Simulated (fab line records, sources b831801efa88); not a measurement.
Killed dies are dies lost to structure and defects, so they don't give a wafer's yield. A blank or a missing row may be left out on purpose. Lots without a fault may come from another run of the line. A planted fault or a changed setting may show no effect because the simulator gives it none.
Problem report in the 8D (eight disciplines) form, filled by code | flow sky130 | the parts of the form that need people (team, actions taken, sign-off) are left out

1. THE PROBLEM
run_length_s at SKY_POLY_CUT_ETCH_11 reads a mean of 72.5 s on 2 wafers of 2 lots; wafers without a fault read 70.7 s with a standard deviation of 0.41. That is +4.4 standard deviations from the usual mean.
The step: etches Si3N4 in CF4/CH2F2/Ar, stops on poly-Si, time 42.5 s, target depth 60 nm.
First seen on wafer L527.4, day 27 15:09, on rie_diel-04. The record holds 41 wafers of 14 lots with a number at this step. Rule for "out", or "out of limits": more than 4 standard deviations from the usual mean. The other wafers with a number count as sound.

2. WHAT IT IS AND WHAT IT IS NOT
question                    | is                | is not
which readings at this step | run_length_s      | drypump_motor_current_A, throttle_valve_pct
which lots                  | L526, L527        | L518, L519, L520, L521, L523, L524, L534, L535, L536, L537, L540, L541
which wafers of those lots  | L526.3, L527.4    | L526.1, L527.2, L527.6
read on which tools         | rie_diel-04       | rie_diel-01, rie_diel-02
when                        | from day 27 15:09 | up to then (20 sound wafers); but 19 sound wafers of L526, L534, L535, L536, L537, L540, L541 came after

3. SUSPECTS, AND WHAT RULES EACH OUT
Counting: a tool at a process step up to the reading stays a suspect if it ran every lot that is out. Sound lots after the first of them don't rule it out here, since some wafers of a struck lot are sound.
- rie_diel-04 at SKY_POLY_CUT_ETCH_11 (etches Si3N4 in CF4/CH2F2/Ar, stops on poly-Si, time 42.5 s, target depth 60 nm): kept. It ran every lot that is out, first L527 (day 27 15:09); its last sound lot up to then is L524 (day 26 11:56). Its own readings are out on those wafers: run_length_s.
- Within rie_diel-04 at SKY_POLY_CUT_ETCH_11: the wafers that are out ran in chamber 3; their sound lot-mates ran in chambers 0, 1.
Left after counting: rie_diel-04 at SKY_POLY_CUT_ETCH_11.

4. THE CAUSE (what the simulator had put in)
Process parameter drift: rie_diel-04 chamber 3, from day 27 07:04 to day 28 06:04, at SKY_POLY_CUT_ETCH_11. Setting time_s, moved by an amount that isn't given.
Counting left only this tool.

5. THE CHAIN OF EFFECTS, in route order
Each row: a reading whose mean over the struck wafers that have a number lies more than 3 standard deviations from the usual. Only readings for which the record gives a usual standard deviation are gone through. hours: the time from each lot's start at the first step in this table that gives one to its start at this step, as a median over the lots. sigmas: the change in usual standard deviations.
hours | step                 | reading        | usual      | on struck wafers | change | sigmas
0     | SKY_POLY_CUT_ETCH_11 | oes_product_au | 0.827 a.u. | 0.806            | -0.021 | -3.4
0     | SKY_POLY_CUT_ETCH_11 | run_length_s   | 70.7 s     | 72.5             | +1.8   | +4.4
The process steps in it:
- SKY_POLY_CUT_ETCH_11: etches Si3N4 in CF4/CH2F2/Ar, stops on poly-Si, time 42.5 s, target depth 60 nm.

6. WHAT WOULD HAVE CAUGHT IT SOONER
In this record the first reading out of limits was taken at day 27 15:09, 8 hours after the fault began at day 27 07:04.
